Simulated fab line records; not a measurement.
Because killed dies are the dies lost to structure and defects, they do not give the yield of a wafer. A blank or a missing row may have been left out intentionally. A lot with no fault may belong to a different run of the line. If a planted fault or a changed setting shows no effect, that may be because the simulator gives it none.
Which tool was responsible?	flow sky130	36 wafers from 12 lots sampled at 5 of the route's 708 steps

## WHAT THE GAUGES READ, wafer by wafer
SKY_RES_PROTECT_TW_MEAS_08.
lot	measured	on	POLY_GATE_TW
L312	day 15 07:47	film-metro-03	3943 3953 3956
L313	day 15 14:25	film-metro-01	4024 4009 4027
L315	day 16 09:25	film-metro-01	4067 4059 4054
L317	day 17 15:25	film-metro-03	3966 3966 3939
L318	day 17 15:42	film-metro-01	3986 3997 4012
L319	day 18 00:07	film-metro-03	3966 3967 3971
L323	day 19 07:29	film-metro-03	3955 3943 3932
L329	day 21 03:15	film-metro-03	3978 3937 3973
L330	day 21 17:57	film-metro-03	3952 3958 3964
L332	day 22 07:23	film-metro-02	4010 4016 4001
L333	day 22 22:04	film-metro-03	3997 3981 3987
L335	day 23 10:32	film-metro-03	3936 3935 3932

SKY_LDD_N_OVL_MEAS_07.
lot	measured	on	LDD_N_OVL (nm)
L312	day 18 01:06	overlay-02	-0.5 0.7 1.9
L313	day 18 04:45	overlay-01	3.0 2.4 2.9
L315	day 19 02:30	overlay-01	-0.6 1.0 0.2
L317	day 20 09:46	overlay-01	1.4 -0.2 0.4
L318	day 20 10:56	overlay-02	4.2 2.0 3.5
L319	day 20 19:45	overlay-01	-0.1 0.9 1.0
L323	day 22 00:45	overlay-01	1.4 1.3 -0.2
L329	day 23 18:57	overlay-02	1.0 0.6 2.1
L330	day 24 10:17	overlay-02	1.5 3.0 2.4
L332	day 25 00:54	overlay-02	0.1 0.1 0.5
L333	day 25 12:33	overlay-02	2.9 2.4 0.9
L335	day 26 01:14	overlay-01	0.3 0.3 -0.7

SKY_LDD_HVP_TW_MEAS_10.
lot	measured	on	LDD_HVP_TW
L312	day 21 22:32	film-metro-01	456 456 456
L313	day 22 02:20	film-metro-03	448 449 453
L315	day 23 01:02	film-metro-02	458 457 458
L317	day 24 07:03	film-metro-03	445 447 445
L318	day 24 09:05	film-metro-01	454 452 456
L319	day 24 16:44	film-metro-02	455 457 456
L323	day 25 20:38	film-metro-02	458 455 458
L329	day 27 14:02	film-metro-02	409 408 409
L330	day 28 04:29	film-metro-03	402 402 403
L332	day 28 17:56	film-metro-03	447 446 447
L333	day 29 05:08	film-metro-03	450 449 449
L335	day 29 18:19	film-metro-02	456 458 455

## EACH LOT AND THE TOOL THAT RAN IT (in order: tool; ch and the chambers of the sampled wafers; start)
lot	SKY_POLY_GATE_STRIP_18	SKY_LDD_HVP_IMPLANT_08
L312	plasma-asher-01 ch 0,1, day 16 16:35	implanter-01 ch 0, day 21 22:19
L313	plasma-asher-02 ch 0,1, day 16 20:50	implanter-01 ch 0, day 22 02:05
L315	plasma-asher-03 ch 0,1, day 17 17:16	implanter-01 ch 0, day 23 00:47
L317	plasma-asher-01 ch 0,1, day 19 00:58	implanter-01 ch 0, day 24 06:50
L318	plasma-asher-03 ch 0,1, day 19 01:02	implanter-03 ch 0, day 24 08:50
L319	plasma-asher-03 ch 0,1, day 19 11:08	implanter-01 ch 0, day 24 16:31
L323	plasma-asher-03 ch 0,1, day 20 16:28	implanter-03 ch 0, day 25 20:23
L329	plasma-asher-02 ch 0,1, day 22 11:43	implanter-03 ch 0, day 27 13:47
L330	plasma-asher-03 ch 0,1, day 23 03:02	implanter-03 ch 0, day 28 04:14
L332	plasma-asher-02 ch 0,1, day 23 16:46	implanter-01 ch 0, day 28 17:43
L333	plasma-asher-02 ch 0,1, day 24 05:17	implanter-04 ch 0, day 29 04:55
L335	plasma-asher-03 ch 0,1, day 24 18:29	implanter-04 ch 0, day 29 18:04
- SKY_POLY_GATE_STRIP_18: strips in O2/N2.
- SKY_LDD_HVP_IMPLANT_08

## WHAT THE TOOLS THEMSELVES READ (means of the sampled wafers that have a number; where no wafer has one, the mark that the record gives instead)
SKY_POLY_GATE_STRIP_18.
lot	tool	chamber-pressure-mTorr (mTorr)	drypump-motor-current-A (A)	o2-flow-sccm (sccm)	oes-product-au (a.u.)	strip-time-to-endpoint-s (s)
L312	plasma-asher-01	1498.0	5.7	3006	0.357	3.13
L313	plasma-asher-02	1499.4	5.1	3000	0.364	3.16
L315	plasma-asher-03	1500.6	6.0	2995	0.366	3.17
L317	plasma-asher-01	1499.4	5.7	3009	0.365	3.23
L318	plasma-asher-03	1501.1	6.1	3004	0.361	3.11
L319	plasma-asher-03	1497.2	6.0	3006	0.363	3.14
L323	plasma-asher-03	1500.1	6.0	3005	0.361	3.21
L329	plasma-asher-02	1499.5	5.2	3003	0.356	3.12
L330	plasma-asher-03	1501.4	6.1	3005	0.359	3.21
L332	plasma-asher-02	1499.5	5.2	3002	0.368	3.21
L333	plasma-asher-02	1498.6	5.1	3010	0.356	3.17
L335	plasma-asher-03	1499.5	6.1	3017	0.361	3.14

SKY_LDD_HVP_IMPLANT_08.
lot	tool	tilt-deg (degrees)
L312	implanter-01	17.908
L313	implanter-01	17.912
L315	implanter-01	17.882
L317	implanter-01	17.916
L318	implanter-03	17.910
L319	implanter-01	17.917
L323	implanter-03	17.924
L329	implanter-03	0.011
L330	implanter-03	-0.020
L332	implanter-01	17.901
L333	implanter-04	17.885
L335	implanter-04	17.919

## THE ANSWER, worked out from the rows above alone
Rule: what is usual is taken from the lots themselves. Put in order of their means at a reading, lots are off if they are a third of the lots or fewer, leave a main group of 4 or more, and stand apart from it by a gap of 3 or more times the standard deviation of the main group's means; of several such gaps the widest counts. A main group is skipped when, at the precision printed for the reading in the tables above, its means are all equal. A lot without any number at a reading at which 4 lots or more have one is off too. Any other lot the step has rows for is counted as sound. After the gauges, taken in route order, come the tools' own readings; for these a lot's mean is taken, as printed above. The first step at which some lot is off is used, and at that step the reading that is off furthest; a lot without a number counts as furthest.
Off: L329, L330, seen at SKY_LDD_HVP_TW_MEAS_10 (LDD_HVP_TW). Main group: mean 453, sd 4.3.
If a tool, at a process step before that reading, ran all the lots that are off and no sound lot after the first of them, it fits. Not tried: the gauges at SKY_LDD_HVP_TW_MEAS_10; whatever is off there is also off at SKY_LDD_HVP_IMPLANT_08, on other tools, and gauge error can't account for it. One candidate fits, namely implanter-03 at SKY_LDD_HVP_IMPLANT_08. Its last sound lot is L323 (day 25 20:23), its first lot that is off L329 (day 27 13:47): a fault that began between those two fits.
The tool's own readings at SKY_LDD_HVP_IMPLANT_08 bear it out: on the lots that are off they differ by more than 5 times the standard deviation of the sound lots' means. tilt-deg reads -0.005 degrees there against 17.907 degrees on the sound lots.

## WHAT HAD BEEN PUT IN BY THE SIMULATOR
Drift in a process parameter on implanter-03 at SKY_LDD_HVP_IMPLANT_08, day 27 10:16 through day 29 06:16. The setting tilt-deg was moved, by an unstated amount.
Shown lots that were struck: L329, L330. This agrees with what the rule above found.
